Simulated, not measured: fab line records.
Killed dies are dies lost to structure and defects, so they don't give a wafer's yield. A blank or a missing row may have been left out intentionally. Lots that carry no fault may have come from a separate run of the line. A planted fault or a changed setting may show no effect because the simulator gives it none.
A lot that was struck, set against a sound lot / flow sky130 / 18 steps out of a route of 708
Sound: the wafers L121.1, L121.3, L121.6. Wafers L129.1, L129.5, L129.6 were the ones struck. The cause is given at the end.
Each step with rows lists, per side, the tool, then ch with its chambers, then its first start. Under that, the readings that differ: sound wafers / struck wafers / difference of the means / sigmas: that difference in standard deviations of wafers without a fault.
alike: readings whose means differ by less than 2 such deviations, and words and numbers that are the same on both sides. not compared: withheld readings, readings that some wafer has no value for, bounds like >300 that may hide the same value, and numbers for which the record gives no deviation and whose values overlap.
The two part at a step that has a row with sigmas, a row that says differs or no value, or rows on one side only. Numbers that don't overlap but have no deviation are shown without sigmas and don't part them. Lack of a reading on every wafer of one side parts them only where that side has two or more wafers.

first, 3 steps without rows for these wafers: SKY_LI_CONTACT_EXPOSE_09 (exposes mask LICM1, target cd 170 nm); SKY_LI_CONTACT_PEB_10; SKY_LI_CONTACT_DEVELOP_11 (develop time 60 s).
SKY_LI_CONTACT_CD_MEAS_12: target cd 170 nm.
  struck on cd_sem-02, day 31 23:11; sound on cd_sem-02, day 28 16:59
  alike: cd_nm
SKY_LI_CONTACT_OVL_MEAS_13:
  struck on overlay-02, day 31 23:19; sound on overlay-01, day 28 17:07
  alike: LI_CONTACT_OVL
SKY_LI_CONTACT_ETCH_14: etches BARC in N2/H2, stops on SiO2, time 45.9 s, target depth 60 nm.
  sound on rie_diel-04 ch 1,3, day 28 17:08; struck on rie_diel-01 ch 1,2, day 31 23:20
  alike: chamber_pressure_mTorr, drypump_motor_current_A, oes_product_au, throttle_valve_pct
  not compared: rf_hours_counter_h
then, 1 step without rows for these wafers: SKY_LI_CONTACT_ETCH_15 (etches PSG in C4F8/O2/Ar, stops on Si, target depth 600 nm).
SKY_LI_CONTACT_STRIP_16: strips in O2/N2.
  sound on plasma_asher-03 ch 0,1, day 28 17:16; struck on plasma_asher-02 ch 0,1, day 31 23:28
  alike: chamber_pressure_mTorr, drypump_motor_current_A, oes_product_au, strip_time_to_endpoint_s
  not compared: rf_hours_counter_h
then, 2 steps without rows for these wafers: SKY_LI_CONTACT_CLEAN_17 (cleans in NMP, time 600 s); SKY_LI_CONTACT_PRE_CLEAN_18 (time 5.6 s).
SKY_LI_CONTACT_SPUTTER_19: material Ti, target thk 20 nm, time 106.37 s.
  struck on pvd_sputter-03, day 31 23:46; sound on pvd_sputter-02, day 28 17:34
  alike: throttle_valve_pct
SKY_LI_CONTACT_SPUTTER_20: material TiN, target thk 20 nm, time 80 s.
  struck on pvd_sputter-03, day 31 23:50; sound on pvd_sputter-02, day 28 17:38
  alike: throttle_valve_pct
SKY_LI_CONTACT_CVD_21: deposits W, target thk 400 nm, time 120.56 s.
  sound on cvd_w-01 ch 1, day 28 17:42; struck on cvd_w-02 ch 0,1, day 31 23:54
reading=model.W_of_LI_CONTACT_CVD_21.thk_nm (nm); sound=422.6 420.8 421.9; struck=492.6 494.8 490.7; difference=+70.9; sigmas=
  alike: heater_power_w
SKY_LI_CONTACT_RS_MEAS_22: measures by four-point-probe.
  struck on film_metro-01, day 32 00:02; sound on film_metro-01, day 28 17:50
reading=LI_CONTACT_W_RS (ohm/sq); sound=0.2695 0.2701 0.2694; struck=0.2312 0.2303 0.2327; difference=-0.0383; sigmas=-15
SKY_LI_CONTACT_THK_MEAS_23: measures by xrf.
  struck on film_metro-01, day 32 00:09; sound on film_metro-01, day 28 17:57
reading=LI_CONTACT_W_THK (nm); sound=425 425 427; struck=503 510 503; difference=+80; sigmas=+11
SKY_LI_CONTACT_CMP_24: polishes, stops on PSG, t overpolish 20 s, target thk 0 nm.
  sound on cmp-01 ch 0,1, day 28 18:01; struck on cmp-01 ch 0,1, day 32 00:16
reading=time_to_endpoint_s (s); sound=99 100 97; struck=114 113 116; difference=+16; sigmas=+5
  alike: motor_current_A, platen_rpm, slurry_filter_dp_kPa
SKY_LOCAL_INTERCONNECT_SPUTTER_00: material TiN, target thk 100 nm, time 83.3 s.
  struck on pvd_sputter-04, day 32 00:31; sound on pvd_sputter-04, day 28 18:19
  alike: throttle_valve_pct
-- a jump in the record: the struck wafers' starts before and after are 16 days apart (it breaks off in module LOCAL_INTERCONNECT and resumes in module PAD_OPEN, where the first step shown is number 708 of the route) --
SKY_PAD_OPEN_PROBE_99:
  the record has rows for the struck wafers here (prober-02, day 47 22:09) and none for the sound ones

== WHERE THEY PART ==
Earliest at SKY_LI_CONTACT_RS_MEAS_22; latest, in this record, at SKY_PAD_OPEN_PROBE_99.

WHY: what had been put in by the simulator
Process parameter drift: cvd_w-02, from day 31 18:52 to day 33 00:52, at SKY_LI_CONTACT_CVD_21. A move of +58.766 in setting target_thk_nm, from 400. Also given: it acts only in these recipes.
